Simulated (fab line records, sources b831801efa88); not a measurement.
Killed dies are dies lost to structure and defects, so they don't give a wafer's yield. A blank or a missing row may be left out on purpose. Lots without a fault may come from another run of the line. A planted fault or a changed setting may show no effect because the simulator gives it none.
Which tool did it? | flow gf180mcu | 13 lots, 39 wafers sampled, at 5 steps of a route of 602

WHAT THE GAUGES READ, wafer by wafer
GF_DNWELL_TW_MEAS_09. Usual: DNWELL_TW 1362, standard deviation 11.
lot  | measured    | on            | DNWELL_TW      | flag
L849 | day 2 22:46 | film_metro-02 | 1389 1385 1391 |
L851 | day 3 07:30 | film_metro-02 | 1356 1360 1358 |
L853 | day 3 15:43 | film_metro-02 | 1365 1356 1349 |
L855 | day 4 01:21 | film_metro-04 | 1368 1377 1362 |
L856 | day 4 08:03 | film_metro-02 | 1359 1364 1363 |
L857 | day 4 12:23 | film_metro-04 | 1366 1366 1370 |
L860 | day 5 03:14 | film_metro-01 | 1352 1347 1350 |
L861 | day 5 09:55 | film_metro-01 | 1350 1345 1354 |
L862 | day 5 16:15 | film_metro-04 | 1367 1363 1368 |
L863 | day 5 19:24 | film_metro-04 | 1361 1357 1353 |
L866 | day 6 12:14 | film_metro-01 | 1201 1196 1206 | OFF
L868 | day 6 22:36 | film_metro-04 | 1362 1364 1355 |
L869 | day 7 03:50 | film_metro-04 | 1221 1224 1217 | OFF

GF_HV_LDD_OVL_MEAS_08. Usual: HV_LDD_OVL 0.0 nm, standard deviation 1.2.
lot  | measured     | on         | HV_LDD_OVL (nm) | flag
L849 | day 10 06:40 | overlay-02 | -0.9 0.1 0.6    |
L851 | day 10 15:22 | overlay-01 | 0.5 -0.6 -0.2   |
L853 | day 11 03:07 | overlay-01 | 1.1 0.4 1.4     |
L855 | day 11 15:58 | overlay-02 | 0.0 -1.8 -1.2   |
L856 | day 12 02:40 | overlay-02 | -0.2 0.4 0.0    |
L857 | day 12 08:37 | overlay-02 | 0.1 0.0 0.3     |
L860 | day 13 05:25 | overlay-02 | 0.6 -1.1 -0.1   |
L861 | day 13 12:43 | overlay-02 | -3.6 -1.8 -1.9  |
L862 | day 13 21:37 | overlay-01 | 0.4 0.7 0.3     |
L863 | day 14 03:57 | overlay-01 | 1.4 1.0 0.1     |
L866 | day 15 03:04 | overlay-02 | 1.0 0.3 0.8     |
L868 | day 15 21:46 | overlay-01 | -1.8 -2.1 -1.8  |
L869 | day 16 01:25 | overlay-01 | -1.1 -0.9 -0.9  |

GF_CONTACT_RS_MEAS_25: measures by four-point-probe. Usual: CONTACT_W_RS 0.385 ohm/sq, standard deviation 0.0037.
lot  | measured     | on            | CONTACT_W_RS (ohm/sq) | flag
L849 | day 16 08:23 | film_metro-01 | 0.390 0.389 0.390     |
L851 | day 17 01:28 | film_metro-03 | 0.390 0.388 0.384     |
L853 | day 17 11:55 | film_metro-03 | 0.384 0.388 0.389     |
L855 | day 18 05:36 | film_metro-02 | 0.391 0.386 0.390     |
L856 | day 18 17:57 | film_metro-01 | 0.383 0.380 0.384     |
L857 | day 19 05:19 | film_metro-02 | 0.385 0.378 0.380     |
L860 | day 20 02:37 | film_metro-01 | 0.388 0.389 0.388     |
L861 | day 20 10:25 | film_metro-03 | 0.386 0.391 0.385     |
L862 | day 20 20:12 | film_metro-02 | 0.387 0.385 0.384     |
L863 | day 21 04:51 | film_metro-01 | 0.388 0.385 0.387     |
L866 | day 22 05:55 | film_metro-03 | 0.382 0.379 0.384     |
L868 | day 23 01:56 | film_metro-03 | 0.386 0.386 0.385     |
L869 | day 23 05:08 | film_metro-03 | 0.384 0.383 0.387     |

WHICH TOOL RAN EACH LOT (tool, then ch and the chambers of the sampled wafers, then the start)
lot  | GF_STI_ETCH_14                  | GF_DNWELL_IMPLANT_07
L849 | rie_si-01 ch 2,3, day 2 04:51   | implanter-03 ch 0, day 2 22:31
L851 | rie_si-01 ch 0,3, day 2 13:48   | implanter-04 ch 0, day 3 07:15
L853 | rie_si-02 ch 2,3, day 2 21:57   | implanter-04 ch 0, day 3 15:31
L855 | rie_si-01 ch 1,2,3, day 3 07:42 | implanter-03 ch 0, day 4 01:06
L856 | rie_si-01 ch 1,2,3, day 3 14:46 | implanter-01 ch 0, day 4 07:48
L857 | rie_si-02 ch 0,1,3, day 3 18:56 | implanter-03 ch 0, day 4 12:11
L860 | rie_si-02 ch 0,1,2, day 4 08:57 | implanter-01 ch 0, day 5 02:59
L861 | rie_si-01 ch 0,2,3, day 4 15:56 | implanter-04 ch 0, day 5 09:41
L862 | rie_si-01 ch 0,1,3, day 4 21:53 | implanter-03 ch 0, day 5 16:01
L863 | rie_si-01 ch 1,2,3, day 5 00:44 | implanter-01 ch 0, day 5 19:09
L866 | rie_si-01 ch 0,1,2, day 5 17:09 | implanter-01 ch 0, day 6 11:59
L868 | rie_si-01 ch 0,2,3, day 6 03:23 | implanter-03 ch 0, day 6 22:21
L869 | rie_si-02 ch 0,3, day 6 08:17   | implanter-01 ch 0, day 7 03:35
- GF_STI_ETCH_14: etches Si in HBr/Cl2/O2, target depth 360 nm, time 102.9 s.
- GF_DNWELL_IMPLANT_07

WHAT THE TOOLS THEMSELVES READ (means of the sampled wafers that have a number; where no wafer has one, the mark that the record gives instead)
GF_STI_ETCH_14. Usual: O2_flow_sccm 6.000 sccm, standard deviation 0.016; drypump_motor_current_A 5.58 A, standard deviation 0.25; oes_product_au 1.000 a.u., standard deviation 0.0079; throttle_valve_pct 25.656 %, standard deviation 0.011.
lot  | tool      | O2_flow_sccm (sccm) | drypump_motor_current_A (A) | oes_product_au (a.u.) | throttle_valve_pct (%) | flag
L849 | rie_si-01 | 6.008               | 5.28                        | 0.995                 | 25.650                 |
L851 | rie_si-01 | 5.999               | 5.41                        | 0.999                 | 25.654                 |
L853 | rie_si-02 | 6.001               | 5.88                        | 0.994                 | 25.658                 |
L855 | rie_si-01 | 6.005               | 5.44                        | 0.998                 | 25.659                 |
L856 | rie_si-01 | 5.995               | 5.46                        | 0.995                 | 25.654                 |
L857 | rie_si-02 | 6.003               | 5.70                        | 0.995                 | 25.650                 |
L860 | rie_si-02 | 5.998               | 5.69                        | 1.004                 | 25.648                 |
L861 | rie_si-01 | 6.017               | 5.39                        | 1.009                 | 25.651                 |
L862 | rie_si-01 | 6.000               | 5.57                        | 0.997                 | 25.654                 |
L863 | rie_si-01 | 6.010               | 5.46                        | 1.001                 | 25.656                 |
L866 | rie_si-01 | 6.012               | 5.56                        | 0.997                 | 25.655                 |
L868 | rie_si-01 | 5.998               | 5.39                        | 0.997                 | 25.660                 |
L869 | rie_si-02 | 5.997               | 5.85                        | 0.986                 | 25.668                 |

GF_DNWELL_IMPLANT_07. Usual: beam_energy_keV 1500.0, standard deviation 0.47; dose_ions_cm2 1e+13, standard deviation 1.2e+10; faraday_current_uA 56.5, standard deviation 1.1.
lot  | tool         | beam_energy_keV | dose_ions_cm2 | faraday_current_uA | flag
L849 | implanter-03 | 1500.5          | 1e+13         | 55.5               |
L851 | implanter-04 | 1500.9          | 1e+13         | 56.8               |
L853 | implanter-04 | 1500.4          | 1e+13         | 56.4               |
L855 | implanter-03 | 1500.0          | 1e+13         | 55.8               |
L856 | implanter-01 | 1499.8          | 1e+13         | 57.3               |
L857 | implanter-03 | 1500.2          | 1e+13         | 56.9               |
L860 | implanter-01 | 1500.3          | 1e+13         | 57.2               |
L861 | implanter-04 | 1500.2          | 1e+13         | 55.8               |
L862 | implanter-03 | 1499.7          | 1e+13         | 56.8               |
L863 | implanter-01 | 1500.5          | 1e+13         | 56.9               |
L866 | implanter-01 | 1499.8          | 7e+12         | 39.4               | OFF
L868 | implanter-03 | 1499.7          | 1e+13         | 56.1               |
L869 | implanter-01 | 1499.7          | 7e+12         | 39.1               | OFF

THE ANSWER, worked out from the rows above alone
Rule: a lot is off if the mean of its wafers that have a number lies more than 3 standard deviations from the usual mean. A lot without any number at a reading at which 4 lots or more have one is off too. The other lots that the step has rows for count as sound. The gauges are gone through in route order, then the tools' own readings, and for those a lot's mean is taken as printed above. The first step at which some lot is off is used, and at that step the reading that is off furthest; a lot without a number counts as furthest.
Off: L866, L869, at GF_DNWELL_TW_MEAS_09 (DNWELL_TW).
A tool fits if, at a process step before that reading, it ran every lot that is off, and no sound lot after the first of them. The gauges at GF_DNWELL_TW_MEAS_09 aren't tried: what is off there is off at GF_DNWELL_IMPLANT_07 too, on other tools, and a gauge's error can't cause that. One fits: implanter-01 at GF_DNWELL_IMPLANT_07. Its last sound lot is L863 (day 5 19:09), its first lot that is off L866 (day 6 11:59): a fault that began between those two fits.
The tool's own readings at GF_DNWELL_IMPLANT_07 bear it out: on the lots that are off they differ by more than 5 times the standard deviation of the sound lots' means. dose_ions_cm2 reads 7e+12 there against 1e+13 on the sound lots; faraday_current_uA reads 39.2 there against 56.5 on the sound lots.

WHAT THE SIMULATOR HAD PUT IN
Process parameter drift: implanter-01, from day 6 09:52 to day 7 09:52, at GF_DNWELL_IMPLANT_07. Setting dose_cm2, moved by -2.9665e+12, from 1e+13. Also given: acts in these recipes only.
Lots struck among those shown: L866, L869. The rule above found the same.
